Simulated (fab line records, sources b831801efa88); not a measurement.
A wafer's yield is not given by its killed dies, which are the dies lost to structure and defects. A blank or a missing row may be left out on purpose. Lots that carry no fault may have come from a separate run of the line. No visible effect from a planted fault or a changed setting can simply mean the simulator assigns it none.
Comparing a struck lot with a sound one	flow sky130	17 steps out of a route of 708
Sound: wafers L617.1, L617.3, L617.5. Struck: wafers L622.1, L622.2, L622.4. At the end, the cause is stated.
Each step with rows lists, per side, the tool, then ch with its chambers, then its first start. Under that, the readings that differ: sound wafers	struck wafers	difference of the means	sigmas: that difference in standard deviations of wafers without a fault.
alike: a reading whose means differ by less than 2 such deviations, as well as words and numbers matching on both sides. not compared: withheld readings; readings where some wafer has no value; bounds like >300 that might hide an equal value; numbers whose values overlap and for which the record gives no deviation.
A row with sigmas, a row that says differs or no value, or rows on one side alone: a step with any of these is where the two part. Numbers that have no deviation but don't overlap get no sigmas and don't part them. A reading that every wafer of one side lacks parts them only if that side has two wafers or more.

first, 4 steps without rows for these wafers: SKY_FIELD_ISO_WET_ETCH_29 (etches Si3N4 in H3PO4, target depth 160 nm, time 1825 s); SKY_FIELD_ISO_WET_ETCH_30 (etches SiO2 in dHF, target depth 25 nm, time 50 s); SKY_NWELL_CLEAN_00 (cleans in SC1/SC2, time 150 s); SKY_NWELL_OXIDATION_01 (stabilise 600 s, purge 300 s, target thk 10 nm).
SKY_NWELL_THK_MEAS_02:
  sound: film-metro-02 at day 4 01:33; struck: film-metro-01 at day 5 03:13
  alike: NWELL_OXIDATION_THK
then, 7 steps without rows for these wafers: SKY_DNWELL_DEHYDRATE_00 (time 60 s); SKY_DNWELL_HMDS_01 (prime time 60 s); SKY_DNWELL_COAT_02 (resist thk 3000 nm); SKY_DNWELL_SOFTBAKE_03; SKY_DNWELL_EXPOSE_04 (exposes mask DNM, target cd 3000 nm); SKY_DNWELL_PEB_05; SKY_DNWELL_DEVELOP_06 (develop time 60 s).
SKY_DNWELL_IMPLANT_07:
  sound on implanter-02 ch 0, day 4 18:15; struck on implanter-01 ch 0, day 5 21:38
SKY_DNWELL_STRIP_08: strips in O2/N2.
  sound on plasma-asher-01 ch 0,1, day 4 18:24; struck on plasma-asher-03 ch 0,1, day 5 21:47
  alike: drypump-motor-current-A, oes-product-au, strip-time-to-endpoint-s
  not compared: rf-hours-counter-h
SKY_DNWELL_TW_MEAS_09:
  sound: film-metro-02 at day 4 18:30; struck: film-metro-04 at day 5 21:53
reading	sound	struck	difference	sigmas
DNWELL_TW	1114 1112 1118	1206 1206 1195	+88	+13
then, 1 step without rows for these wafers: SKY_PWDE_DEHYDRATE_00 (time 60 s).
-- the record jumps here: 43 days lie between the struck wafers' starts before and after (it left off in module PWDE and takes up again in module PAD_OPEN, whose first step shown is number 708 of the route) --
SKY_PAD_OPEN_PROBE_99:
  sound: prober-01 at day 47 22:17; struck: prober-02 at day 48 20:28
reading	sound	struck	difference	sigmas
model.etest.res-deep-nwell.rs-ohm-sq	2174 2184 2186	1863 1861 1870	-317	
model.etest.res-deep-nwell.line-ohm-um	735.1 728.6 720.1	621 619.3 622.9	-107	
model.etest.res-pwde-under-gate.rs-ohm-sq	6079 6146 6113	6268 6232 6204	+122	
  alike: killed_at_M0_to_M3, killed_at_M4_up, killed-at-contacts, killed-at-front-end, killed-at-other, killed-dies, killed-open, killed-short

WHERE THEY PART
Only at SKY_DNWELL_TW_MEAS_09, as far as this record shows. Later steps at which nothing parts them and some readings are alike: SKY_PAD_OPEN_PROBE_99.

WHY: the cause the simulator had injected
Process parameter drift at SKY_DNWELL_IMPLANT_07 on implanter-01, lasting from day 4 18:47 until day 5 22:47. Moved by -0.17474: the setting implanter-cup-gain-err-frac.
